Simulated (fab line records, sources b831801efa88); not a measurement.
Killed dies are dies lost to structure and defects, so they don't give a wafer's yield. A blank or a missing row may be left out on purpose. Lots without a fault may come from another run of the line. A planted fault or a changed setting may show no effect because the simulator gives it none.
fab line records | flow gf180mcu
record lots=14 wafers=42 last_day=34
route steps=602 shown NWELL@48 V3@441 M4@462
lots that met no fault: from a run of the same line without faults
start_h: hours from the record's first day to the start of the lot's first wafer shown | wait_h: hours since the lot's step before | " the same as in the row above | L1.1+2: a row that stands for several wafers | - no value, or no start given | * or withheld: withheld | < > ~ a bound
route shown NAME@n: a module of which the file shows steps, and the number in the route of the first | usual: mean/standard deviation of fault-free wafers | same: alike in all rows | chamber/n: place in a boat | sites: the reading at each site | _std_site: their standard deviation | _edge_site: outer sites' mean less inner sites' | radius_mm: how far each site lies from the wafer's centre | mask NAME#n: copy n | behind: the tool/chamber that last shaped the wafer | hold: why the lot was held/for how many hours/how that ended | device: the transistor (n, p or np) that didn't switch | end of line: the same wafers' tests at the end of the route | a step without rows: its recipe alone | killed: dies lost to structure and defects at the first sort, not the wafer's yield | map: a wafer's dies, x killed, . not, _ none there
set.NAME: the setting as run; set.NAME@STEP: as run at that earlier step | model.NAME: the simulator's own value behind a step, which no gauge read
steps of the route over a sample of lots; a table a step, a row a wafer
## steps
# step GF_NWELL_DEVELOP_06
# recipe wall_angle_deg=90 develop_time_s=60 dev_temp_c=23
# usual resist_line_temp_C=23.01/0.097
# columns lot.wafer tool chamber start_h wait_h resist_line_temp_C
L671.3 litho_track-01 0 81 - 23.12
L671.4 " 0 " " 23.06
L671.5 " 0 " " 23.09
L672.1 litho_track-04 0 81 - 23.13
L672.4 " 0 " " 23.25
L672.6 " 0 " " 23.04
L675.1 litho_track-01 0 94 - 23.28
L675.2 " 0 " " 23.06
L675.5 " 0 " " 23.05
L674.2 litho_track-04 0 94 - 22.92
L674.3 " 0 " " 22.95
L674.6 " 0 " " 22.96
L676.1 litho_track-04 0 103 - 23.07
L676.2 " 0 " " 23.08
L676.5 " 0 " " 23.00
L678.1 litho_track-03 0 107 - 23.04
L678.4 " 0 " " 23.02
L678.5 " 0 " " 23.01
L680.2 litho_track-04 0 117 - 22.96
L680.4 " 0 " " 22.96
L680.6 " 0 " " 23.00
L681.1 litho_track-03 0 122 - 22.91
L681.3 " 0 123 - 22.82
L681.4 " 0 " " 22.92
L683.1 litho_track-01 0 132 - 23.01
L683.5 " 0 " " 23.16
L683.6 " 0 " " 23.02
L684.3 litho_track-03 0 137 - 22.95
L684.5 " 0 " " 22.91
L684.6 " 0 " " 22.93
L686.3 litho_track-04 0 147 - 23.02
L686.4 " 0 " " 23.10
L686.5 " 0 " " 22.97
L688.1 litho_track-04 0 157 - 23.12
L688.2 " 0 " " 23.20
L688.5 " 0 " " 23.01
L689.2 litho_track-04 0 164 - 23.03
L689.4 " 0 " " 23.07
L689.6 " 0 " " 22.88
L691.2 litho_track-01 0 172 - 23.14
L691.3 " 0 " " 23.00
L691.6 " 0 " " 22.98
# step GF_NWELL_OVL_MEAS_07
# usual NWELL_OVL=0.3/1.4
# columns lot.wafer tool chamber start_h wait_h NWELL_OVL[nm]
L671.3 overlay-01 - 81.90 - -1.4
L671.4 " - " " 0.9
L671.5 " - " " -0.5
L672.1 overlay-02 - 82.00 - -0.8
L672.4 " - " " 2.4
L672.6 " - " " 1.9
L675.1 overlay-01 - 94.79 - 2.0
L675.2 " - " " 1.5
L675.5 " - " " 4.0
L674.2 overlay-02 - 95.01 - 0.4
L674.3 " - " " -0.3
L674.6 " - " " 1.7
L676.1 overlay-02 - 104.00 - -0.6
L676.2 " - " " 0.3
L676.5 " - " " -1.1
L678.1 overlay-01 - 107.44 - 2.5
L678.4 " - " " 1.5
L678.5 " - " " 0.5
L680.2 overlay-02 - 117.81 - -1.0
L680.4 " - " " -1.3
L680.6 " - " " 1.1
L681.1 overlay-02 - 123.14 - -
L681.3 " - " " -
L681.4 " - " " -
L683.1 overlay-02 - 132.19 - 0.3
L683.5 " - " " 0.6
L683.6 " - " " -0.4
L684.3 overlay-01 - 137.31 - -
L684.5 " - " " -
L684.6 " - " " -
L686.3 overlay-02 - 147.16 - 1.3
L686.4 " - " " 1.4
L686.5 " - " " 2.1
L688.1 overlay-01 - 157.70 - -0.7
L688.2 " - " " -1.3
L688.5 " - " " -0.1
L689.2 overlay-02 - 164.51 - -2.3
L689.4 " - " " -0.8
L689.6 " - " " -0.6
L691.2 overlay-02 - 172.74 - -0.1
L691.3 " - " " 2.2
L691.6 " - " " -1.0
# step GF_V3_PEB_12
# recipe peb_temp_c=135 peb_time_s=93.62 resist=KrF
# usual plate_sensor_t_centre_C=136.13/0.0092 plate_sensor_t_edge_C=136.29/0.0088 resist_line_temp_C=23.01/0.094
# columns lot.wafer tool chamber start_h wait_h plate_sensor_t_centre_C plate_sensor_t_edge_C resist_line_temp_C
L671.3 litho_track-04 0 - - 136.14 136.29 23.01
L671.4 " 0 " " 136.12 136.3 23.08
L671.5 " 0 " " 136.14 136.3 23.20
L672.1 litho_track-04 0 - - 136.13 136.29 23.05
L672.4 " 0 " " 136.12 136.3 23.06
L672.6 " 0 " " 136.13 136.3 23.04
L675.1 litho_track-04 0 - - 136.13 136.29 22.76
L675.2 " 0 " " 136.13 136.28 22.69
L675.5 " 0 " " 136.15 136.29 22.91
L674.2 litho_track-04 0 - - 136.13 136.3 23.02
L674.3 " 0 " " 136.13 136.29 22.90
L674.6 " 0 " " 136.13 136.3 22.85
L678.1 litho_track-03 0 - - 136.11 136.3 22.98
L678.4 " 0 " " 136.13 136.29 23.11
L678.5 " 0 " " 136.14 136.29 23.05
L676.1 litho_track-04 0 - - 136.14 136.29 23.07
L676.2 " 0 " " 136.13 136.31 22.94
L676.5 " 0 " " 136.12 136.29 22.99
L680.2 litho_track-04 0 - - 136.13 136.29 23.08
L680.4 " 0 " " 136.12 136.29 23.11
L680.6 " 0 " " 136.14 136.3 23.11
L681.1 litho_track-04 0 - - 136.14 136.3 23.20
L681.3 " 0 " " 136.13 136.3 22.98
L681.4 " 0 " " 136.13 136.31 22.96
L683.1 litho_track-02 0 - - 136.12 136.29 22.90
L683.5 " 0 " " 136.14 136.29 22.93
L683.6 " 0 " " 136.12 136.3 22.96
L684.3 litho_track-04 0 - - 136.13 136.29 23.05
L684.5 " 0 " " 136.12 136.29 23.07
L684.6 " 0 " " 136.13 136.29 22.99
L686.3 litho_track-04 0 - - 136.12 136.29 22.93
L686.4 " 0 " " 136.12 136.29 23.05
L686.5 " 0 " " 136.14 136.28 23.01
L688.1 litho_track-04 0 - - 136.12 136.29 23.15
L688.2 " 0 " " 136.13 136.29 23.19
L688.5 " 0 " " 136.13 136.31 23.12
L689.2 litho_track-03 0 - - 136.11 136.3 23.08
L689.4 " 0 " " 136.14 136.29 22.89
L689.6 " 0 " " 136.12 136.29 22.98
L691.2 litho_track-04 0 - - 136.1 136.3 23.13
L691.3 " 0 " " 136.13 136.29 23.11
L691.6 " 0 " " 136.11 136.29 23.04
# step GF_M4_THK_MEAS_06
# recipe thk_meas_gauge=xrf reads=AlCu_of_M4_SPUTTER_02
# usual M4_ALCU_THK=453/4.6
# columns lot.wafer tool chamber start_h wait_h M4_ALCU_THK[nm]
L671.3 film_metro-02 - 551.50 0.1 459
L671.4 " - " " 452
L671.5 " - " " 453
L672.1 film_metro-03 - 551.80 0.1 453
L672.4 " - " " 456
L672.6 " - " " 458
L675.1 film_metro-02 - 567.98 0.1 440
L675.2 " - " " 447
L675.5 " - " " 443
L674.2 film_metro-02 - 571.29 0.1 450
L674.3 " - " " 462
L674.6 " - " " 458
L678.1 film_metro-03 - 591.99 0.1 460
L678.4 " - " " 450
L678.5 " - " " 452
L676.1 film_metro-04 - 592.74 0.1 454
L676.2 " - " " 449
L676.5 " - " " 462
L680.2 film_metro-04 - 604.85 0.1 459
L680.4 " - " " 451
L680.6 " - " " 453
L681.1 film_metro-02 - 620.84 0.1 453
L681.3 " - " " 453
L681.4 " - " " 456
L683.1 film_metro-04 - 623.10 0.1 450
L683.5 " - " " 449
L683.6 " - " " 444
L684.3 film_metro-02 - 636.27 0.1 451
L684.5 " - " " 455
L684.6 " - " " 454
L686.3 film_metro-02 - 651.81 0.1 454
L686.4 " - " " 458
L686.5 " - " " 457
L688.1 film_metro-03 - 659.68 0.1 456
L688.2 " - " " 455
L688.5 " - " " 457
L689.2 film_metro-03 - 669.80 0.1 454
L689.4 " - " " 452
L689.6 " - " " 452
L691.2 film_metro-02 - 680.43 0.1 452
L691.3 " - " " 451
L691.6 " - " " 449
# step GF_M4_CD_MEAS_14
# recipe target_cd_nm=280
# usual cd_nm=280.4/1
# columns lot.wafer tool chamber start_h wait_h cd_nm
L671.3 cd_sem-01 - 572.72 0.1 281.2
L671.4 " - " " 280.8
L671.5 " - " " 282.1
L672.1 cd_sem-02 - 572.89 0.1 279.1
L672.4 " - " " 278.6
L672.6 " - " " 278.1
L675.1 cd_sem-02 - 589.43 0.1 279.6
L675.2 " - " " 279.9
L675.5 " - " " 279.0
L674.2 cd_sem-01 - 592.65 0.1 280.1
L674.3 " - " " 280.7
L674.6 " - " " 279.6
L678.1 cd_sem-02 - 613.08 0.1 280.7
L678.4 " - " " 281.1
L678.5 " - " " 280.8
L676.1 cd_sem-01 - 613.43 0.1 279.4
L676.2 " - " " 279.4
L676.5 " - " " 278.4
L680.2 cd_sem-01 - 624.61 0.1 280.5
L680.4 " - " " 280.5
L680.6 " - " " 279.9
L681.1 cd_sem-02 - 640.98 0.1 281.9
L681.3 " - " " 281.3
L681.4 " - " " 282.1
L683.1 cd_sem-01 - 642.79 0.1 279.9
L683.5 " - " " 279.4
L683.6 " - " " 278.8
L684.3 cd_sem-01 - 655.88 0.1 281.7
L684.5 " - " " 281.5
L684.6 " - " " 281.9
L686.3 cd_sem-01 - 670.28 0.1 278.8
L686.4 " - " " 278.1
L686.5 " - " " 278.7
L688.1 cd_sem-01 - 678.83 0.1 280.5
L688.2 " - " " 279.0
L688.5 " - " " 280.0
L689.2 cd_sem-02 - 688.56 0.1 280.4
L689.4 " - " " 281.4
L689.6 " - " " 282.1
L691.2 cd_sem-01 - 699.41 0.1 280.6
L691.3 " - " " 280.1
L691.6 " - " " 281.3
## key
first_sign step=GF_NWELL_OVL_MEAS_07 reading=NWELL_OVL direction=missing
effect none on later readings
met_at GF_NWELL_DEVELOP_06
struck_lots L681,L684
sort_left_out L681.1,L681.3,L681.4,L684.3,L684.5,L684.6
tester_left_out L681,L684
not_acting_at GF_V3_PEB_12,GF_M4_THK_MEAS_06,GF_M4_CD_MEAS_14
onset_between 107 122
fault kind=process_parameter_drift tool=litho_track-03 chamber=- onset_h=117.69 steps=GF_NWELL_DEVELOP_06 channel=develop_time_s offset=* shape=step end_h=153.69 acts_in=* stated=*
# tester_left_out: of these lots the tester's yield and bins aren't shown, on N5 and GAA mostly nor the transistor test; their killed dies are dies lost to structure and defects alone, not to doping, threshold or leakage, so they don't give the yield
# sort_left_out: the simulated sort isn't trusted on such a fault, so these wafers' sort isn't shown, and their yield isn't known
